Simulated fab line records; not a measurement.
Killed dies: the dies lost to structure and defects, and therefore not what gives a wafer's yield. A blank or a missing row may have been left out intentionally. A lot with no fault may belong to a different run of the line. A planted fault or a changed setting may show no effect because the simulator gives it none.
fab line records	flow sky130
record: lots: 5	wafers: 27
route steps=708 shown FIELD_ISO@15 POLY_GATE@230 LOCAL_INTERCONNECT@387
startH: hours from the record's opening day to when the first of the lot's shown wafers began	waitH: hours since the lot's step before	" as in the row above	L1.1+2: a row that stands for several wafers	- no value, or no start given	* or withheld: withheld	< > ~ a bound
route shown NAME@n: names a module that has steps shown in the file, with the first one's number in the route	usual: average and standard deviation across the fault-free wafers	same: alike in all rows	chamber/n: place in a boat	sites: readings site by site	_std_site: standard deviation of those values	_edge_site: inner sites' mean taken away from outer sites' mean	radiusMm: how far each site lies from the wafer's centre	mask NAME#n: copy n	behind: the most recent tool/chamber to have shaped the wafer	hold: why the lot went on hold/how many hours it stayed there/how the hold came to an end	device: names the non-switching transistor (n, p or np)	end of line: tests run on the same wafers once the route is complete	a step without rows: its recipe alone	killed: dies that structure and defects cost at the first sort, which is not the same as the wafer's yield	map: a wafer's dies, marking killed ones x, the rest . and places with no die _
set.NAME: the setting the step ran with; set.NAME@STEP: the setting that earlier step ran with	model.NAME: the simulator's own value behind a step, which no gauge read
lots where settings were altered on purpose, with a table for each step and a row for each wafer
== steps ==
step: SKY_FIELD_ISO_ETCH_14
recipe: chemistry: N2/H2	target: BARC	ionEnergyEv: 200	sourceW: 500	biasW: 100	pressureMtorr: 30	n2FlowSccm: 100	h2FlowSccm: 200	stopOn: SiO2	timeS: 45.9	targetDepthA: 600
usual: oesProductAu: 0.854/0.004
lot.wafer	tool	chamber	startH	waitH	set.timeS	oesProductAu	model.KrF-thick_of_FIELD_ISO_COAT_08.thkNm	model.FIELD_ISO.cdNm
L074.1	rieDiel-02	0	27.71	0.1	45.9	0.854	393	151
L074.2	"	3	"	"	45.9	0.857	393.4	151.7
L074.3	"	2	"	"	45.9	0.852	392.8	150.7
L074.4	"	1	"	"	45.9	0.849	392.4	150.9
L074.5	"	0	"	"	45.9	0.854	393	151.5
L074.6	"	1	"	"	45.9	0.849	392.9	150.4
L076.1	rieDiel-04	1	42.05	0.1	45.9	0.854	393.2	149
L076.2	"	3	"	"	45.9	0.863	393.9	147.7
L076.3	"	0	"	"	22.72	0.999	416.1	152.7
L076.4	"	3	"	"	22.72	0.989	415.5	151.9
L076.5	"	0	"	"	45.9	0.855	394.2	147.9
L076.6	"	1	"	"	22.72	0.997	414.7	152.2
L079.1	rieDiel-04	0	54.85	0.1	45.9	0.858	391.6	150.6
L079.2	"	1	"	"	21.52	1.006	417	155.4
L079.3	"	0	"	"	45.9	0.847	391.9	151.3
L079.4	"	1	"	"	45.9	0.858	393.4	149
L079.5	"	0	"	"	21.52	1.015	416.7	154.8
L079.6	"	1	"	"	21.52	1.004	416.1	154.3
L082.3	rieDiel-02	3	74.60	0.1	45.9	0.857	391.8	150.6
L082.5	"	2	"	"	45.9	0.852	392.8	149.4
L082.6	"	3	"	"	45.9	0.852	393.2	151.7
L085.1	rieDiel-01	1	85.90	0.1	35.55	0.989	402.9	150.7
L085.2	"	3	"	"	45.9	0.851	395.3	146.5
L085.3	"	0	"	"	35.55	0.977	403.1	150.5
L085.4	"	2	"	"	45.9	0.849	392.2	146.4
L085.5	"	1	"	"	35.55	0.986	402.8	150.8
L085.6	"	0	"	"	45.9	0.861	392.2	148.8
step: SKY_FIELD_ISO_ETCH_15
recipe: chemistry: CHF3/O2	targetDepthNm: 180	stopOn: Si	sourceW: 615	biasW: 200	pressureMtorr: 40	chf3FlowSccm: 50	O2_flow_sccm: 5	timeS: 72
usual: oesProductAu: 0.938/0.0055
lot.wafer	tool	chamber	startH	waitH	set.timeS@FIELD_ISO_ETCH_14	oesProductAu	model.KrF-thick_of_FIELD_ISO_COAT_08.thkNm	model.FIELD_ISO.cdNm
L074.1	rieDiel-02	0	27.75	0.0	45.9	0.936	232.3	149.6
L074.2	"	3	"	"	45.9	0.932	234.5	151.4
L074.3	"	2	"	"	45.9	0.935	235.4	148.4
L074.4	"	1	"	"	45.9	0.940	231.8	149.9
L074.5	"	0	"	"	45.9	0.939	232.3	149.6
L074.6	"	1	"	"	45.9	0.936	233.5	149.6
L076.1	rieDiel-04	1	42.09	0.0	45.9	0.944	235.7	148.7
L076.2	"	3	"	"	45.9	0.937	238.5	146.8
L076.3	"	0	"	"	22.72	0.375	256.5	153.4
L076.4	"	3	"	"	22.72	0.371	261.1	151.5
L076.5	"	0	"	"	45.9	0.941	235.8	147.8
L076.6	"	1	"	"	22.72	0.376	258	152.3
L079.1	rieDiel-04	0	54.91	0.0	45.9	0.931	230	151.1
L079.2	"	1	"	"	21.52	0.373	256.3	155.8
L079.3	"	0	"	"	45.9	0.943	231.5	152.1
L079.4	"	1	"	"	45.9	0.928	234.4	149.7
L079.5	"	0	"	"	21.52	0.379	255.9	154.9
L079.6	"	1	"	"	21.52	0.376	257.9	155.2
L082.3	rieDiel-02	3	74.64	0.0	45.9	0.942	230.9	152.2
L082.5	"	2	"	"	45.9	0.940	233.8	149.8
L082.6	"	3	"	"	45.9	0.939	234.3	153.5
L085.1	rieDiel-01	1	85.94	0.0	35.55	0.808	244.6	151.1
L085.2	"	3	"	"	45.9	0.938	239.3	145.7
L085.3	"	0	"	"	35.55	0.677	245.9	149.7
L085.4	"	2	"	"	45.9	0.939	234.1	147.7
L085.5	"	1	"	"	35.55	0.778	243.4	151.1
L085.6	"	0	"	"	45.9	0.941	233.4	148.6
step: SKY_FIELD_ISO_STRIP_16
recipe: chemistry: O2/N2	powerW: 1400	pressureMtorr: 1500	platenTempC: withheld	o2FlowSccm: 3000	n2FlowSccm: 300	overashFraction: 0.5
usual: stripTimeToEndpointS: 3.519/0.028
lot.wafer	tool	chamber	startH	waitH	set.timeS@FIELD_ISO_ETCH_14	stripTimeToEndpointS
L074.1	plasmaAsher-02	1	27.81	0.0	45.9	3.494
L074.2	"	0	"	"	45.9	3.527
L074.3	"	0	"	"	45.9	3.541
L074.4	"	1	"	"	45.9	3.506
L074.5	"	0	"	"	45.9	3.497
L074.6	"	1	"	"	45.9	3.515
L076.1	plasmaAsher-04	1	42.15	0.0	45.9	3.550
L076.2	"	0	"	"	45.9	3.564
L076.3	"	0	"	"	22.72	3.766
L076.4	"	1	"	"	22.72	3.821
L076.5	"	1	"	"	45.9	3.536
L076.6	"	0	"	"	22.72	3.786
L079.1	plasmaAsher-03	0	55.00	0.1	45.9	3.476
L079.2	"	1	"	"	21.52	3.766
L079.3	"	0	"	"	45.9	3.491
L079.4	"	1	"	"	45.9	3.525
L079.5	"	1	"	"	21.52	3.757
L079.6	"	0	"	"	21.52	3.776
L082.3	plasmaAsher-04	1	74.73	0.1	45.9	3.481
L082.5	"	1	"	"	45.9	3.533
L082.6	"	0	"	"	45.9	3.511
L085.1	plasmaAsher-04	0	86.00	0.0	35.55	3.625
L085.2	"	1	"	"	45.9	3.581
L085.3	"	1	"	"	35.55	3.641
L085.4	"	0	"	"	45.9	3.516
L085.5	"	1	"	"	35.55	3.626
L085.6	"	0	"	"	45.9	3.514
step: SKY_POLY_GATE_ETCH_16
recipe: stopOn: poly-Si	chemistry: CH3F/O2	target: Si3N4	sourceW: 400	biasW: 80	pressureMtorr: 25	ch3fFlowSccm: 40	O2_flow_sccm: 30	timeS: 147.5	targetDepthA: 750
lot.wafer	tool	chamber	startH	waitH	set.timeS	model.KrF-thick_of_POLY_GATE_COAT_08.thkNm
L074.1	rieDiel-03	0	463.91	0.0	122.8	251.8
L074.2	"	3	"	"	147.5	233.9
L074.3	"	2	"	"	147.5	232.2
L074.4	"	1	"	"	122.8	252
L074.5	"	3	"	"	122.8	252.6
L074.6	"	2	"	"	147.5	232
L076.1	rieDiel-02	1	464.01	0.0	206.2	190.3
L076.2	"	2	"	"	147.5	239.2
L076.3	"	3	"	"	147.5	235.9
L076.4	"	0	"	"	206.2	185.5
L076.5	"	1	"	"	206.2	191.3
L076.6	"	2	"	"	147.5	237.8
L079.1	rieDiel-02	0	464.59	0.0	183.3	199.1
L079.2	"	1	"	"	147.5	232
L079.3	"	3	"	"	147.5	230
L079.4	"	2	"	"	183.3	206.3
L079.5	"	3	"	"	147.5	229.8
L079.6	"	2	"	"	183.3	206.2
L082.3	rieDiel-03	3	465.29	0.0	147.5	234.8
L082.5	"	2	"	"	147.5	233.4
L082.6	"	3	"	"	147.5	234.5
L085.1	rieDiel-02	2	555.41	0.0	147.5	235.7
L085.2	"	1	"	"	181.2	208
L085.3	"	3	"	"	181.2	213
L085.4	"	0	"	"	147.5	231.9
L085.5	"	3	"	"	147.5	237.3
L085.6	"	2	"	"	181.2	211.7
step: SKY_POLY_GATE_ETCH_17
recipe: targetDepthNm: 180	stopOn: SiO2	overEtchFrac: 0.56667	chemistry: HBr/Cl2	target: poly-Si	icpW: 400	biasW: 100	pressureMtorr: 10	HBr_flow_sccm: 150	Cl2_flow_sccm: 50	timeS: 70.5
step: SKY_POLY_GATE_STRIP_18
recipe: chemistry: O2/N2	powerW: 1400	pressureMtorr: 1500	platenTempC: withheld	o2FlowSccm: 3000	n2FlowSccm: 300	overashFraction: 0.5
usual: oesProductAu: 0.361/0.0049	stripTimeToEndpointS: 3.165/0.029
lot.wafer	tool	chamber	startH	waitH	set.timeS@POLY_GATE_ETCH_16	oesProductAu	stripTimeToEndpointS
L074.1	plasmaAsher-02	0	464.07	0.0	122.8	0.374	3.388
L074.2	"	1	"	"	147.5	0.353	3.180
L074.3	"	1	"	"	147.5	0.360	3.122
L074.4	"	0	"	"	122.8	0.380	3.385
L074.5	"	1	"	"	122.8	0.363	3.333
L074.6	"	0	"	"	147.5	0.360	3.190
L076.1	plasmaAsher-04	1	464.17	0.0	206.2	0.333	2.666
L076.2	"	0	"	"	147.5	0.362	3.204
L076.3	"	1	"	"	147.5	0.365	3.161
L076.4	"	0	"	"	206.2	0.342	2.608
L076.5	"	1	"	"	206.2	0.338	2.677
L076.6	"	0	"	"	147.5	0.366	3.206
L079.1	plasmaAsher-03	1	464.75	0.0	183.3	0.355	2.765
L079.2	"	0	"	"	147.5	0.360	3.172
L079.3	"	0	"	"	147.5	0.369	3.122
L079.4	"	1	"	"	183.3	0.359	2.867
L079.5	"	0	"	"	147.5	0.355	3.127
L079.6	"	1	"	"	183.3	0.352	2.871
L082.3	plasmaAsher-04	0	465.48	0.1	147.5	0.361	3.166
L082.5	"	0	"	"	147.5	0.360	3.133
L082.6	"	1	"	"	147.5	0.360	3.183
L085.1	plasmaAsher-03	1	555.57	0.0	147.5	0.359	3.170
L085.2	"	0	"	"	181.2	0.348	2.865
L085.3	"	1	"	"	181.2	0.344	2.929
L085.4	"	0	"	"	147.5	0.363	3.118
L085.5	"	0	"	"	147.5	0.365	3.170
L085.6	"	1	"	"	181.2	0.348	2.917
step: SKY_LOCAL_INTERCONNECT_SPUTTER_00
recipe: material: TiN	targetThkNm: 100	tempC: 300	powerW: 6500	timeS: 83.3	chamberPressurePa: 0.4
lot.wafer	tool	chamber	startH	waitH	set.timeS	model.TiN_of_LOCAL_INTERCONNECT_SPUTTER_00.thkNm
L074.1	pvdSputter-03	-	757.92	0.1	55.81	63.97
L074.2	"	-	"	"	83.3	97.36
L074.3	"	-	"	"	83.3	97.62
L074.4	"	-	"	"	83.3	98.37
L074.5	"	-	"	"	55.81	64.4
L074.6	"	-	"	"	55.81	65.4
L076.1	pvdSputter-04	-	758.29	0.2	105.8	128.4
L076.2	"	-	"	"	83.3	99.7
L076.3	"	-	"	"	105.8	127
L076.4	"	-	"	"	83.3	99.93
L076.5	"	-	"	"	83.3	99.89
L076.6	"	-	"	"	105.8	128.6
L079.1	pvdSputter-03	-	759.04	0.1	42.45	49.54
L079.2	"	-	"	"	42.45	50.99
L079.3	"	-	"	"	83.3	99.4
L079.4	"	-	"	"	42.45	49.75
L079.5	"	-	"	"	83.3	100.3
L079.6	"	-	"	"	83.3	98.12
L082.3	pvdSputter-02	-	760.01	0.2	83.3	100.7
L082.5	"	-	"	"	83.3	99.94
L082.6	"	-	"	"	83.3	99.91
L085.1	pvdSputter-02	-	836.17	0.2	83.3	100.7
L085.2	"	-	"	"	83.3	99.99
L085.3	"	-	"	"	83.3	99.82
L085.4	"	-	"	"	83.3	99.76
L085.5	"	-	"	"	83.3	101
L085.6	"	-	"	"	83.3	100.2
step: SKY_LOCAL_INTERCONNECT_RS_MEAS_01
recipe: thkMeasGauge: four-point-probe	reads: TiN_of_LOCAL_INTERCONNECT_SPUTTER_00
usual: LOCAL_INTERCONNECT_TIN_RS: 14.11/0.2
lot.wafer	tool	chamber	startH	waitH	set.timeS@LOCAL_INTERCONNECT_SPUTTER_00	LOCAL_INTERCONNECT_TIN_RS[ohm/sq]
L074.1	filmMetro-02	-	757.99	0.0	55.81	22.74
L074.2	"	-	"	"	83.3	14.54
L074.3	"	-	"	"	83.3	14.49
L074.4	"	-	"	"	83.3	14.40
L074.5	"	-	"	"	55.81	22.51
L074.6	"	-	"	"	55.81	22.15
L076.1	filmMetro-01	-	758.35	0.0	105.8	10.88
L076.2	"	-	"	"	83.3	14.18
L076.3	"	-	"	"	105.8	11.00
L076.4	"	-	"	"	83.3	14.13
L076.5	"	-	"	"	83.3	14.13
L076.6	"	-	"	"	105.8	10.85
L079.1	filmMetro-01	-	759.11	0.0	42.45	29.89
L079.2	"	-	"	"	42.45	28.87
L079.3	"	-	"	"	83.3	14.19
L079.4	"	-	"	"	42.45	29.68
L079.5	"	-	"	"	83.3	14.10
L079.6	"	-	"	"	83.3	14.43
L082.3	filmMetro-04	-	760.11	0.1	83.3	14.01
L082.5	"	-	"	"	83.3	14.16
L082.6	"	-	"	"	83.3	14.12
L085.1	filmMetro-02	-	836.24	0.0	83.3	14.05
L085.2	"	-	"	"	83.3	14.16
L085.3	"	-	"	"	83.3	14.18
L085.4	"	-	"	"	83.3	14.18
L085.5	"	-	"	"	83.3	14.02
L085.6	"	-	"	"	83.3	14.15
step: SKY_LOCAL_INTERCONNECT_THK_MEAS_02
recipe: thkMeasGauge: xrf	reads: TiN_of_LOCAL_INTERCONNECT_SPUTTER_00
usual: LOCAL_INTERCONNECT_TIN_THK: 100.4/1.4
lot.wafer	tool	chamber	startH	waitH	set.timeS@LOCAL_INTERCONNECT_SPUTTER_00	LOCAL_INTERCONNECT_TIN_THK[nm]
L074.1	filmMetro-02	-	758.11	0.1	55.81	64.3
L074.2	"	-	"	"	83.3	97.5
L074.3	"	-	"	"	83.3	97.7
L074.4	"	-	"	"	83.3	98.8
L074.5	"	-	"	"	55.81	64.6
L074.6	"	-	"	"	55.81	65.6
L076.1	filmMetro-01	-	758.47	0.1	105.8	128.9
L076.2	"	-	"	"	83.3	100.6
L076.3	"	-	"	"	105.8	127.6
L076.4	"	-	"	"	83.3	100.5
L076.5	"	-	"	"	83.3	100.3
L076.6	"	-	"	"	105.8	129.3
L079.1	filmMetro-01	-	759.23	0.1	42.45	49.7
L079.2	"	-	"	"	42.45	51.4
L079.3	"	-	"	"	83.3	100.0
L079.4	"	-	"	"	42.45	49.9
L079.5	"	-	"	"	83.3	101.2
L079.6	"	-	"	"	83.3	98.5
L082.3	filmMetro-04	-	760.21	0.1	83.3	101.1
L082.5	"	-	"	"	83.3	99.6
L082.6	"	-	"	"	83.3	99.5
L085.1	filmMetro-02	-	836.36	0.1	83.3	101.0
L085.2	"	-	"	"	83.3	100.1
L085.3	"	-	"	"	83.3	100.0
L085.4	"	-	"	"	83.3	99.8
L085.5	"	-	"	"	83.3	101.0
L085.6	"	-	"	"	83.3	100.4
step: SKY_LOCAL_INTERCONNECT_METAL_ETCH_14
recipe: targetDepthNm: 110	stopOn: PSG	chemistry: Cl2/BCl3	target: TiN	resistSidewallDeg: 88	pressureMtorr: 10	icpW: 900	biasW: 48.5	Cl2_flow_sccm: 60	bcl3FlowSccm: 30	timeS: 31.4
usual: oesProductAu: 0.942/0.0086
lot.wafer	tool	chamber	startH	waitH	set.timeS	set.timeS@LOCAL_INTERCONNECT_SPUTTER_00	oesProductAu	model.KrF-thick_of_LOCAL_INTERCONNECT_COAT_06.thkNm	model.LOCAL_INTERCONNECT.featureDepthNm
L074.1	rieMetal-04	0	783.81	0.0	38.86	55.81	0.715	-	-
L074.2	"	1	"	"	31.4	83.3	0.930	346.9	97.36
L074.3	"	0	"	"	38.86	83.3	0.869	336.9	102.8
L074.4	"	1	"	"	31.4	83.3	0.928	346.6	98.37
L074.5	"	0	"	"	38.86	55.81	0.709	-	-
L074.6	"	1	"	"	31.4	55.81	0.742	-	-
L076.1	rieMetal-01	1	784.16	0.0	23.81	105.8	0.985	-	-
L076.2	"	0	"	"	31.4	83.3	0.936	351.1	99.7
L076.3	"	1	"	"	31.4	105.8	0.997	-	-
L076.4	"	0	"	"	31.4	83.3	0.939	350.3	99.93
L076.5	"	0	"	"	23.81	83.3	0.999	360.4	83.28
L076.6	"	1	"	"	23.81	105.8	0.994	-	-
L079.1	rieMetal-01	0	785.29	0.0	31.4	42.45	0.655	-	-
L079.2	"	1	"	"	31.4	42.45	0.665	-	-
L079.3	"	0	"	"	31.4	83.3	0.937	350.1	99.4
L079.4	"	1	"	"	31.4	42.45	0.656	-	-
L079.5	"	1	"	"	31.4	83.3	0.954	349.1	100.3
L079.6	"	0	"	"	31.4	83.3	0.941	347.6	98.12
L082.3	rieMetal-04	1	786.31	0.0	31.4	83.3	0.948	349	100.7
L082.5	"	1	"	"	31.4	83.3	0.947	348.4	99.94
L082.6	"	0	"	"	31.4	83.3	0.929	349.7	99.91
L085.1	rieMetal-02	1	860.76	0.0	40.96	83.3	0.878	334.7	107.4
L085.2	"	0	"	"	31.4	83.3	0.940	348.7	99.99
L085.3	"	1	"	"	31.4	83.3	0.938	347.3	99.82
L085.4	"	0	"	"	31.4	83.3	0.935	348.2	99.76
L085.5	"	0	"	"	40.96	83.3	0.887	336.2	107.6
L085.6	"	1	"	"	40.96	83.3	0.889	335.4	106.9
step: SKY_LOCAL_INTERCONNECT_STRIP_15
recipe: chemistry: O2/N2	powerW: 1400	pressureMtorr: 1500	platenTempC: withheld	o2FlowSccm: 3000	n2FlowSccm: 300	overashFraction: 0.5
usual: stripTimeToEndpointS: 4.725/0.017
lot.wafer	tool	chamber	startH	waitH	set.timeS@LOCAL_INTERCONNECT_METAL_ETCH_14	stripTimeToEndpointS
L074.1	plasmaAsher-02	0	783.86	0.0	38.86	4.589
L074.2	"	1	"	"	31.4	4.701
L074.3	"	0	"	"	38.86	4.596
L074.4	"	1	"	"	31.4	4.711
L074.5	"	0	"	"	38.86	4.609
L074.6	"	1	"	"	31.4	4.685
L076.1	plasmaAsher-04	1	784.21	0.0	23.81	4.847
L076.2	"	0	"	"	31.4	4.739
L076.3	"	1	"	"	31.4	4.743
L076.4	"	0	"	"	31.4	4.723
L076.5	"	0	"	"	23.81	4.842
L076.6	"	1	"	"	23.81	4.840
L079.1	plasmaAsher-04	0	785.35	0.0	31.4	4.737
L079.2	"	1	"	"	31.4	4.749
L079.3	"	0	"	"	31.4	4.751
L079.4	"	1	"	"	31.4	4.724
L079.5	"	0	"	"	31.4	4.730
L079.6	"	1	"	"	31.4	4.694
L082.3	plasmaAsher-04	1	786.38	0.1	31.4	4.738
L082.5	"	0	"	"	31.4	4.717
L082.6	"	1	"	"	31.4	4.740
L085.1	plasmaAsher-04	0	860.81	0.0	40.96	4.579
L085.2	"	1	"	"	31.4	4.708
L085.3	"	0	"	"	31.4	4.713
L085.4	"	1	"	"	31.4	4.718
L085.5	"	1	"	"	40.96	4.574
L085.6	"	0	"	"	40.96	4.594
== key ==
split: step: SKY_FIELD_ISO_ETCH_14	setting: timeS	stated: 45.9	by: wafer
response: step: SKY_FIELD_ISO_ETCH_14	reading: oesProductAu	change: -0.00308	per: 1%	r: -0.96
response: step: SKY_FIELD_ISO_ETCH_14	reading: model.KrF-thick_of_FIELD_ISO_COAT_08.thkNm	change: -0.442	per: 1%	r: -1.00
response: step: SKY_FIELD_ISO_ETCH_14	reading: model.FIELD_ISO.cdNm	change: -0.0889	per: 1%	r: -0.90
response: step: SKY_FIELD_ISO_ETCH_15	reading: oesProductAu	change: +0.0106	per: 1%	r: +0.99
response: step: SKY_FIELD_ISO_ETCH_15	reading: model.KrF-thick_of_FIELD_ISO_COAT_08.thkNm	change: -0.446	per: 1%	r: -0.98
response: step: SKY_FIELD_ISO_ETCH_15	reading: model.FIELD_ISO.cdNm	change: -0.0915	per: 1%	r: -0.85
response: step: SKY_FIELD_ISO_STRIP_16	reading: stripTimeToEndpointS	change: *	per: 1%	r: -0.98
split: step: SKY_POLY_GATE_ETCH_16	setting: timeS	stated: 147.5	by: wafer
response: step: SKY_POLY_GATE_ETCH_16	reading: model.KrF-thick_of_POLY_GATE_COAT_08.thkNm	change: -1.16	per: 1%	r: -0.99
response: step: SKY_POLY_GATE_STRIP_18	reading: oesProductAu	change: -0.000605	per: 1%	r: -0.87
response: step: SKY_POLY_GATE_STRIP_18	reading: stripTimeToEndpointS	change: *	per: 1%	r: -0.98
split: step: SKY_LOCAL_INTERCONNECT_SPUTTER_00	setting: timeS	stated: 83.3	by: wafer
response: step: SKY_LOCAL_INTERCONNECT_SPUTTER_00	reading: model.TiN_of_LOCAL_INTERCONNECT_SPUTTER_00.thkNm	change: +1.01	per: 1%	r: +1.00
response: step: SKY_LOCAL_INTERCONNECT_RS_MEAS_01	reading: LOCAL_INTERCONNECT_TIN_RS	change: -0.26	per: 1%	r: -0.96
response: step: SKY_LOCAL_INTERCONNECT_THK_MEAS_02	reading: LOCAL_INTERCONNECT_TIN_THK	change: +1.01	per: 1%	r: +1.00
response: step: SKY_LOCAL_INTERCONNECT_METAL_ETCH_14	reading: oesProductAu	change: +0.00499	per: 1%	r: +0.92
split: step: SKY_LOCAL_INTERCONNECT_METAL_ETCH_14	setting: timeS	stated: 31.4	by: wafer
response: step: SKY_LOCAL_INTERCONNECT_METAL_ETCH_14	reading: model.KrF-thick_of_LOCAL_INTERCONNECT_COAT_06.thkNm	change: -0.412	per: 1%	r: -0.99
response: step: SKY_LOCAL_INTERCONNECT_METAL_ETCH_14	reading: model.LOCAL_INTERCONNECT.featureDepthNm	shape: bent	atLowest: 83.28	atStated: 99.49	atHighest: 107.3
response: step: SKY_LOCAL_INTERCONNECT_STRIP_15	reading: stripTimeToEndpointS	change: *	per: 1%	r: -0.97
